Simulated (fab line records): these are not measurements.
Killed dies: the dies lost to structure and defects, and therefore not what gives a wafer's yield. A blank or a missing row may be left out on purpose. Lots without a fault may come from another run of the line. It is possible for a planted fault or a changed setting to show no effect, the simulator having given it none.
The tool behind it: which one? | flow gf180mcu | Sampling: 12 lots, 34 wafers, 5 of 602 route steps

WHAT THE GAUGES READ, wafer by wafer
GF_V5_BOW_MEAS_05. Usual: V5_BOW 134 um, standard deviation 9.7.
lot  | measured     | on            | V5_BOW (um) | flag
L348 | day 26 08:41 | film_metro-01 | 133 114 127 |
L351 | day 27 03:53 | film_metro-03 | 138 139 142 |
L355 | day 28 18:22 | film_metro-03 | 152 137     |
L357 | day 29 02:21 | film_metro-01 | 142 135     |
L363 | day 31 09:19 | film_metro-03 | 135 151 135 |
L364 | day 31 10:58 | film_metro-02 | 119 117 116 |
L365 | day 31 21:14 | film_metro-01 | 141 130 139 |
L366 | day 32 00:02 | film_metro-01 | 126 127 131 |
L368 | day 32 10:18 | film_metro-02 | 130 128 143 |
L369 | day 32 16:43 | film_metro-03 | 125 130 117 |
L370 | day 32 19:40 | film_metro-01 | 117 122 117 |
L371 | day 33 02:40 | film_metro-01 | 136 134 141 |

WHAT TOOL EACH LOT RAN ON (gives the tool, then ch and the chambers of the sampled wafers, and finally the start)
lot  | GF_V4_CVD_02                    | GF_MIM_SPUTTER_01            | GF_M5_ETCH_09                      | GF_M5_STRIP_11
L348 | pecvd-04 ch 1,2, day 23 12:25   | pvd_sputter-03, day 24 12:52 | rie_diel-01 ch 0,1,2, day 26 07:20 | plasma_asher-02 ch 0,1, day 26 07:29
L351 | pecvd-04 ch 0,2, day 24 09:32   | pvd_sputter-02, day 25 09:09 | rie_diel-01 ch 1,2,3, day 27 02:38 | plasma_asher-03 ch 0,1, day 27 02:47
L355 | pecvd-04 ch 0,2, day 25 23:16   | pvd_sputter-03, day 27 00:09 | rie_diel-01 ch 1,3, day 28 16:35   | plasma_asher-03 ch 0, day 28 16:44
L357 | pecvd-04 ch 1,2, day 26 11:35   | pvd_sputter-02, day 27 09:52 | rie_diel-01 ch 0,1, day 29 01:02   | plasma_asher-03 ch 0,1, day 29 01:13
L363 | pecvd-04 ch 1,2, day 28 21:16   | pvd_sputter-03, day 29 19:09 | rie_diel-01 ch 0,1,2, day 31 07:53 | plasma_asher-03 ch 0,1, day 31 08:11
L364 | pecvd-03 ch 0,1,2, day 28 23:39 | pvd_sputter-02, day 29 21:08 | rie_diel-04 ch 0,2, day 31 09:33   | plasma_asher-02 ch 0,1, day 31 09:52
L365 | pecvd-04 ch 0,1,2, day 29 10:53 | pvd_sputter-03, day 30 08:03 | rie_diel-01 ch 0,2, day 31 19:56   | plasma_asher-03 ch 0,1, day 31 20:05
L366 | pecvd-03 ch 0,1,2, day 29 13:18 | pvd_sputter-02, day 30 10:51 | rie_diel-01 ch 0,1,2, day 31 22:46 | plasma_asher-01 ch 0,1, day 31 22:55
L368 | pecvd-02 ch 1,2, day 30 01:53   | pvd_sputter-03, day 30 21:36 | rie_diel-01 ch 0,2, day 32 08:33   | plasma_asher-01 ch 0,1, day 32 08:42
L369 | pecvd-03 ch 0,1,2, day 30 08:29 | pvd_sputter-02, day 31 05:24 | rie_diel-04 ch 0,1,2, day 32 15:24 | plasma_asher-02 ch 0,1, day 32 15:33
L370 | pecvd-03 ch 1,2, day 30 12:08   | pvd_sputter-01, day 31 08:29 | rie_diel-01 ch 1,3, day 32 18:22   | plasma_asher-03 ch 0,1, day 32 18:34
L371 | pecvd-03 ch 0,1,2, day 30 19:59 | pvd_sputter-03, day 31 15:33 | rie_diel-03 ch 0,2,3, day 33 01:24 | plasma_asher-02 ch 0,1, day 33 01:33
- GF_V4_CVD_02: deposits SiO2 from TEOS, target thk 850 nm, time 94.851 s.
- GF_MIM_SPUTTER_01: material TiN, target thk 30 nm, time 25 s.
- GF_M5_ETCH_09: etches Si3N4 in CF4/O2, target depth 52 nm, time 11.6 s.
- GF_M5_STRIP_11: strips in O2/N2.

AS READ BY THE TOOLS THEMSELVES (means over the sampled wafers that have a number; for cases with no such wafer, the mark the record gives instead)
GF_V4_CVD_02. Usual: 621 W for heater_power_w, sd 93.
lot  | tool     | heater_power_w (W) | flag
L348 | pecvd-04 | 572                |
L351 | pecvd-04 | 623                |
L355 | pecvd-04 | 544                |
L357 | pecvd-04 | 616                |
L363 | pecvd-04 | 636                |
L364 | pecvd-03 | 667                |
L365 | pecvd-04 | 543                |
L366 | pecvd-03 | 708                |
L368 | pecvd-02 | 583                |
L369 | pecvd-03 | 647                |
L370 | pecvd-03 | 649                |
L371 | pecvd-03 | 710                |

GF_MIM_SPUTTER_01. Usual: cathode_dc_power_W 6500.1 W, standard deviation 1.1; throttle_valve_pct 29.9 %, standard deviation 1.3.
lot  | tool           | cathode_dc_power_W (W) | throttle_valve_pct (%) | flag
L348 | pvd_sputter-03 | 6500.6                 | 30.1                   |
L351 | pvd_sputter-02 | 6498.7                 | 30.5                   |
L355 | pvd_sputter-03 | 6500.4                 | 30.4                   |
L357 | pvd_sputter-02 | 6499.9                 | 30.3                   |
L363 | pvd_sputter-03 | 6500.6                 | 29.9                   |
L364 | pvd_sputter-02 | 6500.7                 | 30.6                   |
L365 | pvd_sputter-03 | 6500.2                 | 29.8                   |
L366 | pvd_sputter-02 | 6499.5                 | 31.2                   |
L368 | pvd_sputter-03 | 6500.1                 | 30.2                   |
L369 | pvd_sputter-02 | 6499.8                 | 29.0                   |
L370 | pvd_sputter-01 | 6498.8                 | 30.4                   |
L371 | pvd_sputter-03 | 6501.2                 | 30.3                   |

GF_M5_ETCH_09. Usual: cf4_flow_sccm 80.04 sccm, standard deviation 0.23; drypump_motor_current_A 5.7 A, standard deviation 0.57; oes_product_au 1.002 a.u., standard deviation 0.01; throttle_valve_pct 5.970 %, standard deviation 0.0097.
lot  | tool        | cf4_flow_sccm (sccm) | drypump_motor_current_A (A) | oes_product_au (a.u.) | throttle_valve_pct (%) | flag
L348 | rie_diel-01 | 80.03                | 5.7                         | 0.993                 | 5.971                  |
L351 | rie_diel-01 | 80.03                | 5.9                         | 0.998                 | 5.972                  |
L355 | rie_diel-01 | 79.97                | 5.7                         | 1.174                 | 6.021                  | OFF
L357 | rie_diel-01 | 80.26                | 5.3                         | 1.179                 | 6.014                  | OFF
L363 | rie_diel-01 | 80.00                | 5.7                         | 0.997                 | 5.977                  |
L364 | rie_diel-04 | 80.16                | 5.9                         | 1.011                 | 5.967                  |
L365 | rie_diel-01 | 79.88                | 5.9                         | 1.010                 | 5.968                  |
L366 | rie_diel-01 | 80.27                | 5.7                         | 0.995                 | 5.972                  |
L368 | rie_diel-01 | 80.08                | 6.2                         | 1.001                 | 5.975                  |
L369 | rie_diel-04 | 80.21                | 5.5                         | 1.005                 | 5.964                  |
L370 | rie_diel-01 | 79.95                | 5.4                         | 1.010                 | 5.968                  |
L371 | rie_diel-03 | 80.01                | 5.7                         | 1.004                 | 5.964                  |

GF_M5_STRIP_11. Usual: drypump_motor_current_A 6.0 A, standard deviation 0.32; heater_power_w 346 W, standard deviation 28; oes_product_au 0.524 a.u., standard deviation 0.0059; strip_time_to_endpoint_s 7.04 s, standard deviation 0.054.
lot  | tool            | drypump_motor_current_A (A) | heater_power_w (W) | oes_product_au (a.u.) | strip_time_to_endpoint_s (s) | flag
L348 | plasma_asher-02 | 6.2                         | 329                | 0.523                 | 7.07                         |
L351 | plasma_asher-03 | 6.2                         | 366                | 0.525                 | 7.11                         |
L355 | plasma_asher-03 | 5.7                         | 336                | 0.512                 | 6.96                         |
L357 | plasma_asher-03 | 6.0                         | 358                | 0.520                 | 6.92                         |
L363 | plasma_asher-03 | 6.1                         | 363                | 0.526                 | 7.07                         |
L364 | plasma_asher-02 | 6.2                         | 340                | 0.526                 | 7.08                         |
L365 | plasma_asher-03 | 6.0                         | 349                | 0.522                 | 7.04                         |
L366 | plasma_asher-01 | 5.7                         | 328                | 0.519                 | 6.97                         |
L368 | plasma_asher-01 | 5.5                         | 359                | 0.520                 | 7.01                         |
L369 | plasma_asher-02 | 6.2                         | 339                | 0.519                 | 7.00                         |
L370 | plasma_asher-03 | 6.1                         | 363                | 0.522                 | 7.01                         |
L371 | plasma_asher-02 | 6.2                         | 335                | 0.524                 | 7.06                         |

THE ANSWER, worked out from the rows above alone
Rule: take the mean of a lot's wafers that have a number; if it is more than 3 standard deviations from the usual mean, the lot is off. A lot without any number at a reading at which 4 lots or more have one is off too. Any other lot the step has rows for is counted as sound. After the gauges, taken in route order, come the tools' own readings; for these a lot's mean is taken, as printed above. At the first step where some lot is off, the reading lying furthest off is the one used; lots without a number count as furthest.
Off at GF_M5_ETCH_09 (oes_product_au): L355, L357.
A tool fits if, at that step or a process step before it, it ran every lot that is off, and no sound lot after the first of them. Of those tried, none fits.

WHAT THE SIMULATOR HAD PUT IN
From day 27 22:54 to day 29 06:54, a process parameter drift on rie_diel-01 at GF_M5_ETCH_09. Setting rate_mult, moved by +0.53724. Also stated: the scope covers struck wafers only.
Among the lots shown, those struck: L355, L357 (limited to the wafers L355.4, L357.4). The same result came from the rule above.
